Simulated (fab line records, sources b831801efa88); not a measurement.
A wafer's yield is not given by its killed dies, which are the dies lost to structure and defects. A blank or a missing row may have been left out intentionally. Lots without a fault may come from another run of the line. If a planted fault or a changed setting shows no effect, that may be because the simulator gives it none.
A lot that was struck, set against a sound lot / flow sky130 / 15 steps out of a route of 708
Sound: wafers L509.3, L509.4, L509.5. Struck: wafer L513.2 (left out: L513.3, L513.4 of the same lot, which were not struck); the cause appears at the end.
At each step with rows: each side's tool, then ch and its chambers, then its first start. Under that, the readings that differ: sound wafers / struck wafers / difference of the means / sigmas: that difference in standard deviations of wafers without a fault.
alike: words and numbers the same on both sides, and readings whose means are apart by under 2 such deviations; not compared: readings that were withheld, readings missing a value for some wafer, numbers with overlapping values and no deviation given by the record, and bounds like >300 which may hide the same value.
Wherever a step has rows on one side only, a row that says differs or no value, or a row with sigmas, the two part there. Numbers that don't overlap but have no deviation are shown without sigmas and don't part them. A reading missing from all wafers of one side parts the sides only when that side holds two or more wafers.

first, 3 steps without rows for these wafers: SKY_VIA2_STRIP_17 (strips in post etch residue remover, time 1200 s); SKY_VIA2_CLEAN_18 (cleans in IPA, time 180 s); SKY_VIA2_CLEAN_19 (cleans in O3/DIW).
SKY_VIA2_SPUTTER_20: material TiN, target thk 20 nm, time 80 s.
  sound: pvd_sputter-01 at day 37 16:08; struck: pvd_sputter-04 at day 38 15:59
  alike: chamber_pressure_pa, throttle_valve_pct
then, 1 step without rows for these wafers: SKY_VIA2_CVD_21 (deposits W, target thk 420 nm, time 126.4 s).
SKY_VIA2_RS_MEAS_22: measurement is done with a four-point probe.
  sound: film_metro-04 at day 37 16:22; struck: film_metro-04 at day 38 16:12
  alike: VIA2_W_RS
SKY_VIA2_THK_MEAS_23: measures by xrf.
  sound: film_metro-04 at day 37 16:28; struck: film_metro-04 at day 38 16:19
  alike: VIA2_W_THK
SKY_VIA2_CMP_24: polishes, stops on SiO2, t overpolish 20 s, target thk 0 nm.
  sound on cmp-01 ch 0,1,3, day 37 16:36; struck on cmp-01 ch 0, day 38 16:22
  alike: motor_current_A, overpolish_run_s, retaining_ring_pressure_frac, time_to_endpoint_s
SKY_METAL3_SPUTTER_00: material Ti, target thk 15 nm, time 10 s.
  sound: pvd_sputter-02 at day 37 16:48; struck: pvd_sputter-01 at day 38 16:40
reading=chamber_pressure_pa (Pa); sound=0.4005 0.4008 0.4021; struck=0.3985; difference=-0.0026; sigmas=-3
  alike: throttle_valve_pct
then, 2 steps without rows for these wafers: SKY_METAL3_SPUTTER_01 (material TiN, target thk 20 nm, time 16.7 s); SKY_METAL3_SPUTTER_02 (material AlCu, target thk 735 nm, time 39.1 s).
SKY_METAL3_SPUTTER_03: material Ti, target thk 5 nm, time 3.3 s.
  sound: pvd_sputter-02 at day 37 16:53; struck: pvd_sputter-01 at day 38 16:45
  alike: chamber_pressure_pa, throttle_valve_pct
SKY_METAL3_SPUTTER_04: material TiN, target thk 70 nm, time 58.3 s.
  sound: pvd_sputter-02 at day 37 16:55; struck: pvd_sputter-01 at day 38 16:46
reading=chamber_pressure_pa (Pa); sound=0.3999 0.3992 0.3999; struck=0.4472; difference=+0.0475; sigmas=+56
reading=model.TiN_of_METAL3_SPUTTER_04.thk_nm (nm); sound=70.25 70.7 70.56; struck=69.43; difference=-1.07; sigmas=
  alike: throttle_valve_pct
SKY_CAPM_CVD_00: deposits SiO2, target thk 15.5 nm.
  sound on pecvd-03 ch 0,1, day 37 16:58; struck on pecvd-03 ch 2, day 38 16:49
  alike: heater_power_w, susceptor_temp_C
SKY_PAD_OPEN_PROBE_99:
  the record has rows for the sound wafers here (prober-02, day 46 23:05) and none for the struck ones

WHERE THEY PART
Earliest at SKY_METAL3_SPUTTER_00; latest, in this record, at SKY_PAD_OPEN_PROBE_99.

WHY: whatever the simulator had introduced
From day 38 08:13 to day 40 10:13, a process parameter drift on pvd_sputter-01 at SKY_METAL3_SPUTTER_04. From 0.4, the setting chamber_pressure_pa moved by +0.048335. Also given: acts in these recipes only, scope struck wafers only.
